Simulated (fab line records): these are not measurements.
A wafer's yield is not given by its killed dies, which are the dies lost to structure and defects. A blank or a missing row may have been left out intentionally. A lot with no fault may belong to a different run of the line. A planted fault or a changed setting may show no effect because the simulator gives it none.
Which tool did it? -- flow sky130 -- Sampling: 13 lots, 39 wafers, 4 of 708 route steps

WHAT THE GAUGES SHOWED, per wafer
SKY_SONOS_ONO_CD_MEAS_13: target cd 410 nm. Usual: cd-nm at 410.2 nm, with a standard deviation of 2.
lot,measured,on,cd-nm (nm),flag
L291,day 12 12:52,cd-sem-02,405.9 408.2 406.9,
L292,day 12 16:52,cd-sem-01,413.7 414.7 413.5,
L293,day 13 00:43,cd-sem-02,410.4 410.4 410.5,
L294,day 13 08:54,cd-sem-01,411.4 410.3 410.2,
L295,day 13 20:05,cd-sem-02,406.8 409.8 408.1,
L299,day 15 09:40,cd-sem-01,409.7 409.6 409.4,
L302,day 17 01:13,cd-sem-01,406.4 408.7 409.2,
L301,day 17 02:50,cd-sem-01,410.9 410.8 411.8,
L304,day 17 07:50,cd-sem-01,410.3 410.0 411.4,
L305,day 17 17:14,cd-sem-02,408.2 407.5 410.8,
L307,day 18 02:16,cd-sem-02,411.6 412.0 412.7,
L312,day 19 16:10,cd-sem-01,411.3 408.7 410.2,
L313,day 19 21:08,cd-sem-01,413.5 410.9 411.6,

SKY_POLY_GATE_THK_MEAS_04. Usual: POLY_GATE_CVD_03_THK 76.1 nm, standard deviation 0.66.
lot,measured,on,POLY_GATE_CVD_03_THK (nm),flag
L291,day 15 01:43,film-metro-02,75.7 76.0 75.5,
L292,day 15 07:05,film-metro-03,74.5 75.4 75.1,
L293,day 15 17:12,film-metro-02,76.7 76.2 75.9,
L294,day 16 00:05,film-metro-03,75.0 75.1 74.9,
L295,day 16 13:37,film-metro-03,75.7 76.7 76.5,
L299,day 18 03:02,film-metro-02,76.7 76.5 76.5,
L302,day 20 01:04,film-metro-03,75.7 74.9 75.3,
L301,day 19 23:42,film-metro-02,75.1 76.3 75.8,
L304,day 20 05:47,film-metro-04,76.9 76.6 76.4,
L305,day 20 14:24,film-metro-03,76.6 76.3 76.8,
L307,day 20 22:37,film-metro-03,76.0 75.8 75.6,
L312,day 22 12:48,film-metro-02,76.3 76.0 76.2,
L313,day 22 16:23,film-metro-02,76.0 76.1 75.8,

SKY_POLY_GATE_OVL_MEAS_14. Usual: POLY_GATE_OVL 0 nm, standard deviation 6.2.
lot,measured,on,POLY_GATE_OVL (nm),flag
L291,day 16 06:13,overlay-01,8 1 9,
L292,day 16 11:08,overlay-01,-4 0 -2,
L293,day 16 20:34,overlay-01,1 -6 -6,
L294,day 17 04:41,overlay-02,1 -5 2,
L295,day 17 18:19,overlay-02,3 1 4,
L299,day 19 09:28,overlay-01,4 7 5,
L302,day 21 07:18,overlay-02,-4 1 -7,
L301,day 21 06:22,overlay-01,8 9 4,
L304,day 21 12:15,overlay-02,8 9 9,
L305,day 21 20:52,overlay-01,-1 1 7,
L307,day 22 05:25,overlay-01,-5 -2 -1,
L312,day 23 19:15,overlay-01,6 3 5,
L313,day 23 22:35,overlay-01,7 -3 3,

WHICH TOOL RAN EACH LOT (tool, then ch and the chambers of the sampled wafers, then the start)
lot,SKY_GATE_OXIDE_WET_ETCH_12
L291,"wet-bench-02 ch 2, day 13 16:50"
L292,"wet-bench-02 ch 0, day 13 22:44"
L293,"wet-bench-01 ch 1, day 14 04:56"
L294,"wet-bench-02 ch 2, day 14 12:23"
L295,"wet-bench-02 ch 3, day 15 02:11"
L299,"wet-bench-01 ch 1, day 16 15:42"
L302,"wet-bench-03 ch 0, day 18 12:23"
L301,"wet-bench-01 ch 3, day 18 12:09"
L304,"wet-bench-01 ch 1, day 18 15:56"
L305,"wet-bench-01 ch 2, day 19 02:11"
L307,"wet-bench-01 ch 3, day 19 10:50"
L312,"wet-bench-02 ch 2, day 21 01:11"
L313,"wet-bench-03 ch 1, day 21 05:30"
- SKY_GATE_OXIDE_WET_ETCH_12: etches SiO2 in dHF, target depth 16.8 nm, time 336 s.

WHAT THE TOOLS THEMSELVES READ (means of the sampled wafers that have a number; where no wafer has one, the mark that the record gives instead)
SKY_GATE_OXIDE_WET_ETCH_12. Usual: run-length-s at 364 s, with a standard deviation of 3.7.
lot,tool,run-length-s (s),flag
L291,wet-bench-02,369,
L292,wet-bench-02,368,
L293,wet-bench-01,362,
L294,wet-bench-02,361,
L295,wet-bench-02,364,
L299,wet-bench-01,370,
L302,wet-bench-03,368,
L301,wet-bench-01,368,
L304,wet-bench-01,370,
L305,wet-bench-01,370,
L307,wet-bench-01,349,OFF
L312,wet-bench-02,362,
L313,wet-bench-03,361,

THE ANSWER, worked out from the rows above alone
Rule: a lot is off if the mean of its wafers that have a number lies more than 3 standard deviations from the usual mean. A lot without any number at a reading at which 4 lots or more have one is off too. All remaining lots with rows at the step are treated as sound. The gauges are gone through in route order, then the tools' own readings, and for those a lot's mean is taken as printed above. At the first step where some lot is off, the reading lying furthest off is the one used; lots without a number count as furthest.
Off at SKY_GATE_OXIDE_WET_ETCH_12 (run-length-s): L307.
A tool fits if, at that step or a process step before it, it ran every lot that is off, and no sound lot after the first of them. One fits: SKY_GATE_OXIDE_WET_ETCH_12 on wet-bench-01. Its last sound lot is L305 (day 19 02:11), its first lot that is off L307 (day 19 10:50): a fault that began between those two fits.

WHAT WAS PUT IN BY THE SIMULATOR
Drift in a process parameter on wet-bench-01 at SKY_GATE_OXIDE_WET_ETCH_12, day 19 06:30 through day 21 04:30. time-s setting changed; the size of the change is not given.
Struck lots among those shown: L307. The same result came from the rule above.
